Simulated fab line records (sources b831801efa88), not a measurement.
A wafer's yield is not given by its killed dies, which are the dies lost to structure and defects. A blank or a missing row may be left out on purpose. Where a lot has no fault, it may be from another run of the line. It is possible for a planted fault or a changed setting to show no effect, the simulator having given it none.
Matching of chambers    flow gf180mcu    4 sister chambers for GF_V5_CMP_04 on cmp-01
The step polishes SiO2. 30 wafers are shown with their chamber, then 12 later ones without.

## WAFERS, EACH WITH ITS CHAMBER
wafer   chamber  motor_current_A (A)  platen_rpm (rpm)  edge_zone_pressure_frac
L075.3  3        11.1                 60.03             1.007
L075.4  1        12.8                 60.00             0.997
L075.5  0        12.4                 59.98             1.002
L077.1  2        11.9                 59.98             0.995
L077.3  0        13.2                 60.03             1.002
L077.6  3        11.2                 60.01             0.992
L079.2  1        11.7                 60.00             1.001
L079.3  3        11.3                 59.97             0.998
L079.6  2        11.3                 60.02             0.993
L080.1  2        12.8                 60.01             1.008
L080.2  1        12.2                 59.97             1.001
L080.5  0        13.4                 60.04             1.004
L084.2  3        11.1                 60.03             0.999
L084.3  0        13.4                 60.06             1.008
L084.5  3        11.1                 59.98             1.001
L085.1  1        11.9                 60.00             0.990
L085.2  3        10.3                 60.01             1.008
L085.6  3        11.2                 60.00             1.004
L086.3  2        11.7                 60.01             1.000
L086.5  1        12.3                 60.02             1.001
L086.6  2        12.4                 60.06             0.997
L088.1  2        12.1                 60.00             0.995
L088.2  0        13.4                 60.02             1.000
L088.5  1        12.0                 60.01             1.003
L089.1  2        11.8                 60.04             0.993
L089.4  1        12.3                 60.03             0.999
L089.6  3        11.1                 59.98             1.007
L090.2  0        13.9                 60.02             0.998
L090.3  3        11.3                 59.99             1.000
L090.6  1        11.6                 59.94             1.006

SIGNATURES (means of the wafers above)
reading                  chamber 0  chamber 1  chamber 2  chamber 3  scatter within a chamber
motor_current_A          13.283     12.100     12.000     11.078     0.412
platen_rpm               60.0250    59.9963    60.0171    60.0000    0.0258
edge_zone_pressure_frac  1.00233    0.99975    0.99729    1.00178    0.00483
Rule: distance of a wafer from a chamber = root of the sum over the readings of ((wafer's reading minus chamber's mean) / reading's scatter) squared. If the next closest chamber is less than 2 further off than the closest, the wafer can't be placed; otherwise it belongs to the closest. The scatter: take each reading less its chamber's mean, square it, sum over the shown wafers, divide by the number of wafers less the number of chambers, and take the root.

## WAFERS WITHOUT THEIR CHAMBER
wafer   motor_current_A (A)  platen_rpm (rpm)  edge_zone_pressure_frac
L091.2  11.9                 60.02             1.014
L091.3  13.2                 60.04             1.000
L091.6  13.4                 60.01             0.997
L092.1  12.7                 60.02             1.010
L092.3  11.2                 60.03             0.999
L092.4  12.6                 60.01             1.003
L093.1  12.9                 60.03             0.995
L093.3  13.6                 59.98             1.008
L093.5  11.9                 60.00             1.003
L096.2  14.1                 60.05             1.000
L096.4  11.8                 59.98             0.999
L096.6  12.3                 60.01             0.997

## CHAMBER TAKEN BY EACH
wafer   from the rows above                in truth
L091.2  can't be placed: 1 or 3 or 2 or 0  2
L091.3  0                                  0
L091.6  can't be placed: 0 or 1            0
L092.1  can't be placed: 0 or 1 or 2       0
L092.3  can't be placed: 3 or 2 or 1       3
L092.4  can't be placed: 1 or 0 or 2       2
L093.1  can't be placed: 0 or 2 or 1       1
L093.3  can't be placed: 0 or 1            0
L093.5  can't be placed: 1 or 2 or 3       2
L096.2  0                                  0
L096.4  can't be placed: 1 or 2 or 3       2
L096.6  can't be placed: 2 or 1 or 0       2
Correct placement for 2 of the 12. Unplaceable from these rows: 10, with the true chamber sitting among the candidates in 10. 0 placed wrongly.
